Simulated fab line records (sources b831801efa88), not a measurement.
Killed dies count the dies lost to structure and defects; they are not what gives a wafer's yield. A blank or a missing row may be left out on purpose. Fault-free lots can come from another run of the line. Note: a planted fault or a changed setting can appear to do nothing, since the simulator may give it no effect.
Which tool did it?	flow sky130	12 lots with 36 wafers sampled at 5 steps, on a route of 708 steps

WHAT THE GAUGES READ, wafer by wafer
SKY_FIELD_ISO_BOW_MEAS_00. Usual: INCOMING_BOW gives 0 um (standard deviation 6.2).
lot	measured	on	INCOMING_BOW (um)	flag
L971	day 1 10:01	film metro-01	7 -6 -5	
L973	day 1 20:02	film metro-04	-1 6 -1	
L975	day 2 06:04	film metro-04	6 -2 4	
L976	day 2 11:00	film metro-04	5 7 -6	
L980	day 3 07:02	film metro-02	-13 -4 -5	
L981	day 3 12:00	film metro-01	10 -2 -6	
L983	day 3 22:00	film metro-01	7 -4 -16	
L984	day 4 03:00	film metro-04	6 6 -3	
L985	day 4 08:00	film metro-04	0 -4 8	
L991	day 5 14:02	film metro-01	-2 -10 2	
L992	day 5 19:01	film metro-02	-2 4 -1	
L993	day 6 00:00	film metro-02	15 5 3	

SKY_VT_ADJUST_PCH_TW_MEAS_10. Usual: VT_ADJUST_PCH_TW gives 144.2 (standard deviation 1.2).
lot	measured	on	VT_ADJUST_PCH_TW	flag
L971	day 10 10:03	film metro-02	143.3 143.5 144.3	
L973	day 10 23:28	film metro-03	144.7 145.2 144.2	
L975	day 11 17:28	film metro-03	144.8 144.4 144.3	
L976	day 12 07:44	film metro-01	141.5 142.6 142.1	
L980	day 13 09:25	film metro-02	143.7 144.4 144.1	
L981	day 13 17:53	film metro-02	144.7 144.5 144.1	
L983	day 14 13:08	film metro-01	142.3 141.5 142.6	
L984	day 14 22:53	film metro-03	144.5 145.6	
L985	day 15 01:40	film metro-03	145.6 146.0	
L991	day 17 00:55	film metro-01	142.6 143.3 142.3	
L992	day 17 01:00	film metro-02	144.3 144.8 144.2	
L993	day 17 08:14	film metro-02	143.9 144.8 144.3	

WHAT TOOL EACH LOT RAN ON (gives the tool, then ch and the chambers of the sampled wafers, and finally the start)
lot	SKY_FIELD_ISO_ETCH_15	SKY_FIELD_ISO_STRIP_16	SKY_DNWELL_STRIP_08
L971	rie diel-04 ch 1,2, day 2 05:55	plasma asher-01 ch 0,1, day 2 05:59	plasma asher-01 ch 0,1, day 3 05:52
L973	rie diel-04 ch 2,3, day 2 15:40	plasma asher-01 ch 0,1, day 2 15:46	plasma asher-01 ch 0,1, day 3 14:38
L975	rie diel-02 ch 1,2,3, day 3 02:07	plasma asher-03 ch 0,1, day 3 02:12	plasma asher-01 ch 0,1, day 4 02:38
L976	rie diel-04 ch 2,3, day 3 06:13	plasma asher-03 ch 0,1, day 3 06:17	plasma asher-01 ch 0,1, day 4 12:15
L980	rie diel-04 ch 0,3, day 4 03:23	plasma asher-03 ch 0,1, day 4 03:29	plasma asher-03 ch 0,1, day 5 06:47
L981	rie diel-04 ch 1,2, day 4 11:16	plasma asher-01 ch 0,1, day 4 11:20	plasma asher-04 ch 0,1, day 5 11:46
L983	rie diel-04 ch 0,1,3, day 5 00:59	plasma asher-03 ch 0, day 5 01:02	plasma asher-03 ch 0, day 6 01:24
L984	rie diel-04 ch 0,1,3, day 5 05:49	plasma asher-01 ch 0,1, day 5 05:53	plasma asher-01 ch 0,1, day 6 09:34
L985	rie diel-04 ch 1,2,3, day 5 07:43	plasma asher-02 ch 0,1, day 5 07:46	plasma asher-03 ch 1, day 6 09:36
L991	rie diel-01 ch 0,1,3, day 6 12:50	plasma asher-03 ch 0,1, day 6 12:56	plasma asher-03 ch 0,1, day 7 16:41
L992	rie diel-02 ch 1,2,3, day 6 18:28	plasma asher-03 ch 0,1, day 6 18:32	plasma asher-04 ch 0,1, day 7 21:07
L993	rie diel-01 ch 0,1,2, day 6 23:35	plasma asher-01 ch 0,1, day 6 23:38	plasma asher-04 ch 0,1, day 8 02:13
- SKY_FIELD_ISO_ETCH_15: etches the open film in CHF3/O2, stops on Si, target depth 180 nm, time 72 s.
- SKY_FIELD_ISO_STRIP_16: strips in O2/N2.
- SKY_DNWELL_STRIP_08: strips in O2/N2.

WHAT THE TOOLS THEMSELVES READ (means of the sampled wafers that have a number; where no wafer has one, the mark that the record gives instead)
SKY_FIELD_ISO_ETCH_15. Usual: drypump motor current A 5.6 A, standard deviation 0.45; oes product au 0.944 a.u., standard deviation 0.0063; throttle valve pct 8.844 %, standard deviation 0.0098.
lot	tool	drypump motor current A (A)	oes product au (a.u.)	throttle valve pct (%)	flag
L971	rie diel-04	5.2	0.942	8.852	
L973	rie diel-04	5.4	0.955	8.853	
L975	rie diel-02	5.7	0.945	8.839	
L976	rie diel-04	5.4	0.939	8.839	
L980	rie diel-04	5.9	0.940	8.839	
L981	rie diel-04	5.2	0.938	8.850	
L983	rie diel-04	5.5	0.926	8.842	
L984	rie diel-04	5.5	0.926	8.847	
L985	rie diel-04	5.2	0.929	8.848	
L991	rie diel-01	5.7	0.949	8.843	
L992	rie diel-02	5.7	0.946	8.843	
L993	rie diel-01	5.8	0.944	8.847	

SKY_FIELD_ISO_STRIP_16. Usual: drypump motor current A 5.5 A, standard deviation 0.47; oes product au 0.379 a.u., standard deviation 0.0047; strip time to endpoint s 3.57 s, standard deviation 0.033.
lot	tool	drypump motor current A (A)	oes product au (a.u.)	strip time to endpoint s (s)	flag
L971	plasma asher-01	5.3	0.380	3.57	
L973	plasma asher-01	5.3	0.378	3.62	
L975	plasma asher-03	5.8	0.380	3.54	
L976	plasma asher-03	5.7	0.381	3.59	
L980	plasma asher-03	6.1	0.377	3.61	
L981	plasma asher-01	5.3	0.379	3.57	
L983	plasma asher-03	6.5	0.383	3.64	
L984	plasma asher-01	5.3	0.383	3.64	
L985	plasma asher-02	5.4	0.390	3.66	
L991	plasma asher-03	5.8	0.379	3.60	
L992	plasma asher-03	6.1	0.376	3.56	
L993	plasma asher-01	5.3	0.379	3.53	

SKY_DNWELL_STRIP_08. Usual: drypump motor current A 5.6 A, standard deviation 0.39; oes product au 0.723 a.u., standard deviation 0.0045; strip time to endpoint s 36.88 s, standard deviation 0.1.
lot	tool	drypump motor current A (A)	oes product au (a.u.)	strip time to endpoint s (s)	flag
L971	plasma asher-01	5.4	0.722	36.93	
L973	plasma asher-01	5.4	0.722	36.71	
L975	plasma asher-01	5.4	0.720	36.88	
L976	plasma asher-01	5.4	0.723	36.75	
L980	plasma asher-03	5.7	0.722	36.94	
L981	plasma asher-04	5.7	0.720	36.90	
L983	plasma asher-03	6.4	0.724	36.94	
L984	plasma asher-01	5.3	0.724	36.96	
L985	plasma asher-03	5.4	0.719	36.75	
L991	plasma asher-03	5.8	0.716	36.98	
L992	plasma asher-04	5.8	0.728	36.83	
L993	plasma asher-04	5.7	0.725	36.90	

THE ANSWER, worked out from the rows above alone
Rule: lot off if the mean of its wafers having a number is beyond 3 standard deviations from the usual mean. Also off: a lot with no number at a reading for which 4 or more lots have one. All remaining lots with rows at the step are treated as sound. After the gauges, taken in route order, come the tools' own readings; for these a lot's mean is taken, as printed above. The first step at which some lot is off is used, and at that step the reading that is off furthest; a lot without a number counts as furthest.
Nothing can be told from this: no lot is off at any reading shown.

WHAT THE SIMULATOR PUT IN
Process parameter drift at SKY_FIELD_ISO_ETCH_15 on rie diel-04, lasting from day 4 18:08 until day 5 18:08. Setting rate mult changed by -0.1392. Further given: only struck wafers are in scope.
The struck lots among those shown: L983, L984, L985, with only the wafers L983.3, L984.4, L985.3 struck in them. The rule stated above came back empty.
